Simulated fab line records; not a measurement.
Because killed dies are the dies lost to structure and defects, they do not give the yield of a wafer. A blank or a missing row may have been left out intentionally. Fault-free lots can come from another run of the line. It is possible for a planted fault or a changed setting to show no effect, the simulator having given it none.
fab line records | flow sky130
record: lots: 6 | wafers: 17 | last-day: 50
route steps=708 shown VIA4@648
lots with no fault: from the same line, run without faults
start-h: hours from the record's first day to the start of the lot's first wafer shown | wait-h: time in hours since the lot's previous step | " identical to the entry in the row above | L1.1+2: several wafers, shown together as one row | - no value, or no start was given | * or withheld: withheld | < > ~ a bound
route shown NAME@n: NAME is a module with steps in the file, n the number in the route of the first one | usual: mean/standard deviation taken from wafers without a fault | same: alike in all rows | chamber/n: place in a boat | sites: readings site by site | _std_site: their standard deviation | _edge_site: mean of outer sites minus mean of inner sites | radius-mm: for every site, how far away it sits from the centre of the wafer | mask NAME#n: copy n | behind: the last tool/chamber to shape the wafer | hold: why the lot went on hold/how many hours it stayed there/how the hold came to an end | device: the transistor (n, p or np) that didn't switch | end of line: tests run on the same wafers once the route is complete | a step without rows: its recipe alone | killed: not the wafer's yield, but the dies lost to structure and defects at the first sort | map: the dies of a wafer, with x for killed, . for not killed, _ for no die there
set.NAME: the setting that was run; set.NAME@STEP: the one run at that earlier step | model.NAME: the simulator's own value behind a step, which no gauge read
a table for each step, a row for each wafer; lots at some steps of the route
services: when a tool's chamber went out of use (start-h, in hours from the record's first day, below 0 if earlier), for how many hours, and the reason
== steps ==
step: SKY_VIA4_PEB_09
recipe: temp-c: withheld | time-s: * | resist: NOVOLAK
step: SKY_VIA4_DEVELOP_10
recipe: resist: NOVOLAK | developer: TMAH | develop-time-s: 60 | dev-temp-c: 23
step: SKY_VIA4_OVL_MEAS_11
usual: VIA4_OVL: -0.8/1.3
lot.wafer | tool       | chamber | start-h | wait-h | VIA4_OVL[nm]
L601.2    | overlay-01 | -       | 1019.38 | 0.1    | 1.9
L601.4    | "          | -       | "       | "      | 0.4
L601.5    | "          | -       | "       | "      | -0.2
L605.1    | overlay-01 | -       | 1069.98 | 0.1    | -3.5
L605.5    | "          | -       | "       | "      | -2.5
L607.1    | overlay-02 | -       | 1080.92 | 0.1    | 1.1
L607.2    | "          | -       | "       | "      | 1.2
L607.4    | "          | -       | "       | "      | 0.6
L614.1    | overlay-01 | -       | 1112.78 | 0.1    | -2.7
L614.2    | "          | -       | "       | "      | -3.1
L614.4    | "          | -       | "       | "      | -2.0
L616.3    | overlay-02 | -       | 1121.55 | 0.1    | -1.5
L616.4    | "          | -       | "       | "      | -3.4
L616.6    | "          | -       | "       | "      | -2.7
L622.3    | overlay-01 | -       | 1149.20 | 0.1    | -0.3
L622.5    | "          | -       | "       | "      | -0.2
L622.6    | "          | -       | "       | "      | -0.5
step: SKY_VIA4_ETCH_12
recipe: target: SiO2 | chemistry: C4F8/O2/Ar | stop-on: TiN | mask-material: NOVOLAK | source-w: 1500 | bias-w: 1200 | pressure-mtorr: 40 | c4f8-flow-sccm: withheld | O2_flow_sccm: 6 | Ar_flow_sccm: 300 | time-s: withheld | target-depth-a: 5800
usual: bias-w: 1200/3.9 | oes-product-au: 0.926/0.0049
lot.wafer | tool        | chamber | start-h | wait-h | bias-w | oes-product-au
L601.2    | rie-diel-01 | 3       | 1019.41 | 0.0    | 1198   | 0.918
L601.4    | "           | 1       | "       | "      | 1200   | 0.921
L601.5    | "           | 0       | "       | "      | 1206   | 0.924
L605.1    | rie-diel-02 | 1       | 1070.02 | 0.0    | 1197   | 0.925
L605.5    | "           | 2       | "       | "      | 1202   | 0.928
L607.1    | rie-diel-01 | 3       | 1080.96 | 0.0    | 1197   | 0.935
L607.2    | "           | 1       | "       | "      | 1201   | 0.922
L607.4    | "           | 0       | "       | "      | 1198   | 0.912
L614.1    | rie-diel-02 | 3       | 1112.82 | 0.0    | 1203   | 0.933
L614.2    | "           | 0       | "       | "      | 1197   | 0.924
L614.4    | "           | 2       | "       | "      | 1198   | 0.926
L616.3    | rie-diel-04 | 3       | 1121.57 | 0.0    | 1208   | 0.932
L616.4    | "           | 0       | "       | "      | 1206   | 0.919
L616.6    | "           | 1       | "       | "      | 1198   | 0.928
L622.3    | rie-diel-02 | 2       | 1149.22 | 0.0    | 1195   | 0.922
L622.5    | "           | 0       | "       | "      | 1199   | 0.923
L622.6    | "           | 3       | "       | "      | 1197   | 0.924
step: SKY_VIA4_STRIP_13
recipe: chemistry: O2/N2 | power-w: 1400 | pressure-mtorr: 1500 | platen-temp-c: withheld | o2-flow-sccm: 3000 | n2-flow-sccm: 300 | overash-fraction: 0.5
usual: drypump-motor-current-A: 5.7/0.31 | oes-product-au: 0.710/0.0046 | strip-time-to-endpoint-s: 12.805/0.029
lot.wafer | tool            | chamber | start-h | wait-h | drypump-motor-current-A | oes-product-au | rf-hours-counter-h | strip-time-to-endpoint-s
L601.2    | plasma-asher-01 | 1       | 1019.48 | -      | 5.8                     | 0.714          | 119                | 12.781
L601.4    | "               | 0       | "       | "      | 6.3                     | 0.710          | -                  | 12.809
L601.5    | "               | 1       | "       | "      | 5.8                     | 0.709          | -                  | 12.824
L605.1    | plasma-asher-03 | 1       | 1070.09 | -      | 5.9                     | 0.718          | 60                 | 12.829
L605.5    | "               | 0       | "       | "      | 5.4                     | 0.708          | -                  | 12.833
L607.1    | plasma-asher-01 | 1       | 1081.03 | -      | 5.8                     | 0.707          | 2                  | 12.848
L607.2    | "               | 0       | "       | "      | 6.3                     | 0.707          | 2                  | 12.793
L607.4    | "               | 0       | "       | "      | 6.3                     | 0.709          | -                  | 12.803
L614.1    | plasma-asher-04 | 0       | 1112.89 | -      | 5.7                     | 0.717          | 99                 | 12.809
L614.2    | "               | 1       | "       | "      | 5.3                     | 0.702          | 99                 | 12.768
L614.4    | "               | 1       | "       | "      | 5.3                     | 0.704          | -                  | 12.800
L616.3    | plasma-asher-03 | 1       | 1121.68 | -      | 5.9                     | 0.710          | -                  | 12.824
L616.4    | "               | 0       | "       | "      | 5.4                     | 0.709          | -                  | 12.797
L616.6    | "               | 1       | "       | "      | 5.8                     | 0.710          | -                  | 12.830
L622.3    | plasma-asher-04 | 1       | 1149.33 | -      | 5.3                     | 0.711          | -                  | 12.840
L622.5    | "               | 0       | "       | "      | 5.7                     | 0.708          | -                  | 12.879
L622.6    | "               | 1       | "       | "      | 5.3                     | 0.708          | -                  | 12.776
step: SKY_VIA4_STRIP_14
recipe: chemistry: post-etch-residue-remover | time-s: 1200 | temp-c: 72.5
step: SKY_VIA4_CLEAN_15
recipe: chemistry: IPA | time-s: 180 | temp-c: 25
step: SKY_VIA4_CLEAN_16
recipe: chemistry: O3/DIW | dry: n2-spin
step: SKY_VIA4_SPUTTER_17
recipe: material: TiN | target-thk-nm: 20 | chamber-pressure-pa: 5 | power-w: 4000 | time-s: 80
usual: throttle-valve-pct: 30.0/1.2
lot.wafer | tool           | chamber | start-h | wait-h | throttle-valve-pct
L601.2    | pvd-sputter-01 | -       | 1020.07 | 0.0    | 29.9
L601.4    | "              | -       | "       | "      | 30.9
L601.5    | "              | -       | "       | "      | 29.8
L605.1    | pvd-sputter-02 | -       | 1070.70 | 0.0    | 28.7
L605.5    | "              | -       | "       | "      | 30.2
L607.1    | pvd-sputter-02 | -       | 1081.73 | 0.0    | 31.2
L607.2    | "              | -       | "       | "      | 28.7
L607.4    | "              | -       | "       | "      | 31.9
L614.1    | pvd-sputter-02 | -       | 1113.53 | 0.0    | 30.1
L614.2    | "              | -       | "       | "      | 30.9
L614.4    | "              | -       | "       | "      | 28.9
L616.3    | pvd-sputter-04 | -       | 1122.63 | 0.0    | 29.0
L616.4    | "              | -       | "       | "      | 31.4
L616.6    | "              | -       | "       | "      | 29.0
L622.3    | pvd-sputter-01 | -       | 1149.89 | 0.0    | 30.3
L622.5    | "              | -       | "       | "      | 29.6
L622.6    | "              | -       | "       | "      | 30.4
step: SKY_VIA4_CVD_18
recipe: material: W | target-thk-nm: 505 | time-s: 152.14 | temp-c: 400 | pressure-torr: 40
usual: chamber-pressure-Torr: 40.00/0.092 | heater-power-w: 796/48
lot.wafer | tool     | chamber | start-h | wait-h | chamber-pressure-Torr | heater-power-w
L601.2    | cvd-w-02 | 0       | 1020.13 | 0.0    | 39.97                 | 848
L601.4    | "        | 1       | "       | "      | 40.01                 | 733
L601.5    | "        | 0       | "       | "      | 39.96                 | 824
L605.1    | cvd-w-02 | 1       | 1070.76 | 0.0    | 40.09                 | 736
L605.5    | "        | 1       | "       | "      | 40.10                 | 718
L607.1    | cvd-w-02 | 1       | 1081.79 | 0.0    | 40.10                 | 748
L607.2    | "        | 0       | "       | "      | 40.01                 | 837
L607.4    | "        | 0       | "       | "      | 40.11                 | 829
L614.1    | cvd-w-01 | 0       | 1113.59 | 0.0    | 40.08                 | 774
L614.2    | "        | 1       | "       | "      | 40.03                 | 856
L614.4    | "        | 1       | "       | "      | 40.10                 | 870
L616.3    | cvd-w-01 | 1       | 1122.74 | 0.1    | 40.00                 | 865
L616.4    | "        | 0       | "       | "      | 40.06                 | 800
L616.6    | "        | 1       | "       | "      | 40.06                 | 853
L622.3    | cvd-w-02 | 0       | 1150.00 | 0.1    | 39.95                 | 840
L622.5    | "        | 1       | "       | "      | 40.00                 | 757
L622.6    | "        | 0       | "       | "      | 39.96                 | 838
step: SKY_VIA4_RS_MEAS_19
recipe: thk-meas-gauge: four-point-probe | reads: W_of_VIA4_CVD_18+TiN_of_VIA4_SPUTTER_17
usual: VIA4_W_RS: 0.2254/0.0023
lot.wafer | tool          | chamber | start-h | wait-h | VIA4_W_RS[ohm/sq]
L601.2    | film-metro-01 | -       | 1020.31 | 0.1    | 0.2241
L601.4    | "             | -       | "       | "      | 0.2205
L601.5    | "             | -       | "       | "      | 0.2263
L605.1    | film-metro-01 | -       | 1070.91 | 0.1    | 0.2256
L605.5    | "             | -       | "       | "      | 0.2260
L607.1    | film-metro-01 | -       | 1081.94 | 0.1    | 0.2210
L607.2    | "             | -       | "       | "      | 0.2249
L607.4    | "             | -       | "       | "      | 0.2248
L614.1    | film-metro-01 | -       | 1113.74 | 0.1    | 0.2265
L614.2    | "             | -       | "       | "      | 0.2273
L614.4    | "             | -       | "       | "      | 0.2257
L616.3    | film-metro-02 | -       | 1122.89 | 0.1    | 0.2231
L616.4    | "             | -       | "       | "      | 0.2252
L616.6    | "             | -       | "       | "      | 0.2245
L622.3    | film-metro-01 | -       | 1150.14 | 0.1    | 0.2274
L622.5    | "             | -       | "       | "      | 0.2275
L622.6    | "             | -       | "       | "      | 0.2259
step: SKY_VIA4_THK_MEAS_20
recipe: thk-meas-gauge: xrf | reads: W_of_VIA4_CVD_18
usual: VIA4_W_THK: 517/6.3
lot.wafer | tool          | chamber | start-h | wait-h | VIA4_W_THK[nm]
L601.2    | film-metro-01 | -       | 1020.42 | 0.1    | 518
L601.4    | "             | -       | "       | "      | 526
L601.5    | "             | -       | "       | "      | 512
L605.1    | film-metro-01 | -       | 1071.03 | 0.1    | 513
L605.5    | "             | -       | "       | "      | 511
L607.1    | film-metro-01 | -       | 1082.06 | 0.1    | 525
L607.2    | "             | -       | "       | "      | 518
L607.4    | "             | -       | "       | "      | 515
L614.1    | film-metro-01 | -       | 1113.86 | 0.1    | 511
L614.2    | "             | -       | "       | "      | 504
L614.4    | "             | -       | "       | "      | 512
L616.3    | film-metro-02 | -       | 1122.99 | 0.1    | 525
L616.4    | "             | -       | "       | "      | 519
L616.6    | "             | -       | "       | "      | 521
L622.3    | film-metro-01 | -       | 1150.24 | 0.1    | 511
L622.5    | "             | -       | "       | "      | 510
L622.6    | "             | -       | "       | "      | 516
step: SKY_VIA4_CMP_21
recipe: stop-on: SiO2 | t-overpolish-s: 25 | down-force-psi: 3.5 | platen-rpm: 60 | target-thk-nm: 0 | pad-velocity-m-s: 0.94248
usual: edge-zone-pressure-frac: 1.000/0.0045 | head-pressure-psi: 3.500/0.008 | motor-current-A: 11.0/1.4 | overpolish-run-s: 25.000/0.0085 | slurry-flow-ml-min: 149.9/0.42 | time-to-endpoint-s: 123/3.9
lot.wafer | tool   | chamber | start-h | wait-h | edge-zone-pressure-frac | head-pressure-psi | motor-current-A | overpolish-run-s | slurry-flow-ml-min | time-to-endpoint-s | model.W_of_VIA4_CVD_18.thk-nm | model.SiO2_of_VIA4_HDPCVD_00.thk-nm
L601.4    | cmp-02 | 3       | 1020.52 | 0.1    | 0.998                   | 3.487             | 11.6            | 24.996           | 149.9              | 120                | 0                             | 572.5
L601.2    | "      | 0       | "       | "      | 0.996                   | 3.515             | 10.9            | 24.995           | 150.3              | 118                | 0                             | 573.2
L601.5    | "      | 3       | "       | "      | 0.999                   | 3.490             | 12.0            | 24.985           | 149.7              | 118                | 0                             | 573.7
L605.1    | cmp-01 | 3       | 1071.19 | 0.1    | -                       | -                 | -               | -                | -                  | -                  | 507.9                         | 577.8
L605.5    | "      | 1       | "       | "      | -                       | -                 | -               | -                | -                  | -                  | 505.4                         | 578.6
L607.1    | cmp-01 | 3       | 1083.81 | 1.7    | -                       | -                 | -               | -                | -                  | -                  | 518.2                         | 582.2
L607.2    | "      | 1       | "       | "      | -                       | -                 | -               | -                | -                  | -                  | 509.5                         | 579.7
L607.4    | "      | 2       | "       | "      | -                       | -                 | -               | -                | -                  | -                  | 508.5                         | 580.8
L614.1    | cmp-01 | 2       | 1115.14 | 1.3    | 0.997                   | 3.506             | 12.6            | 25.008           | 150.4              | 119                | 0                             | 576
L614.4    | "      | 0       | "       | "      | 1.003                   | 3.501             | 9.2             | 25.007           | 149.2              | 117                | 0                             | 575.3
L614.2    | "      | 1       | "       | "      | 0.994                   | 3.514             | 12.0            | 24.992           | 149.9              | 119                | 0                             | 575.2
L616.4    | cmp-01 | 3       | 1123.92 | 0.9    | 1.008                   | 3.484             | 9.5             | 24.989           | 149.7              | 125                | 0                             | 574
L616.3    | "      | 0       | "       | "      | 1.001                   | 3.499             | 9.1             | 25.005           | 150.5              | 125                | 0                             | 575.9
L616.6    | "      | 0       | "       | "      | 1.002                   | 3.488             | 9.2             | 24.996           | 149.5              | 122                | 0                             | 573
L622.3    | cmp-01 | 0       | 1150.28 | 0.0    | 1.003                   | 3.501             | 9.6             | 25.011           | 150.5              | 120                | 0                             | 574.1
L622.5    | "      | 0       | "       | "      | 1.001                   | 3.507             | 8.9             | 25.008           | 149.5              | 121                | 0                             | 573.9
L622.6    | "      | 1       | "       | "      | 1.002                   | 3.503             | 11.9            | 25.001           | 150.1              | 123                | 0                             | 573.1
== services ==
tool            | chamber | start-h | hours | kind
rie-diel-04     | -       | 997.98  | 0.2   | repair
cvd-w-02        | -       | 998.83  | 1.5   | repair
cmp-01          | -       | 1001.59 | 17.6  | pm
cvd-w-02        | -       | 1015.51 | 1.2   | repair
cvd-w-02        | 1       | 1026.95 | 6.9   | repair
cvd-w-01        | 0       | 1028.90 | 1.5   | repair
rie-diel-04     | 0       | 1036.99 | 5.0   | repair
plasma-asher-03 | -       | 1049.32 | 12.8  | repair
rie-diel-01     | 1       | 1050.78 | 21.2  | repair
plasma-asher-01 | -       | 1055.31 | 9.0   | pm
plasma-asher-04 | -       | 1061.27 | 22.5  | repair
rie-diel-02     | 3       | 1065.46 | 10.1  | repair
cmp-02          | -       | 1067.96 | 0.5   | repair
cvd-w-01        | -       | 1071.84 | 32.7  | repair
cvd-w-01        | 0       | 1094.26 | 3.4   | repair
plasma-asher-04 | -       | 1097.53 | 3.5   | repair
cmp-01          | -       | 1101.00 | 1.3   | repair
cmp-02          | -       | 1104.02 | 1.5   | repair
cvd-w-02        | -       | 1104.92 | 0.6   | repair
cmp-01          | -       | 1106.19 | 1.0   | repair
rie-diel-01     | -       | 1135.49 | 4.3   | pm
plasma-asher-03 | -       | 1135.54 | 15.6  | pm
cvd-w-01        | 0       | 1138.01 | 1.5   | repair
cmp-01          | -       | 1139.85 | 4.0   | pm
== key ==
first-sign: step: SKY_VIA4_CMP_21 | reading: tool-record | direction: missing
effect none on later readings
model-effect: step: SKY_VIA4_CMP_21 | value: W_of_VIA4_CVD_18.thk-nm | without: 0 | struck: 509.9
met-at SKY_VIA4_CMP_21
struck-wafers L605.1,L605.5,L607.1,L607.2,L607.4
later-rows-left-out L605.1,L605.5,L607.1,L607.2,L607.4
sort-left-out L605.1,L605.5,L607.1,L607.2,L607.4
fault: kind: skipped-step-whole | tool: cmp-01 | chamber: - | onset-h: 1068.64 | steps: SKY_VIA4_CMP_21 | scope: struck-lots-only
sort-left-out: the simulated sort isn't trusted on such a fault, so these wafers' sort isn't shown, and their yield isn't known
later-rows-left-out: the simulator's readings of these wafers behind a module that went badly wrong aren't trusted and aren't shown, but for the sort
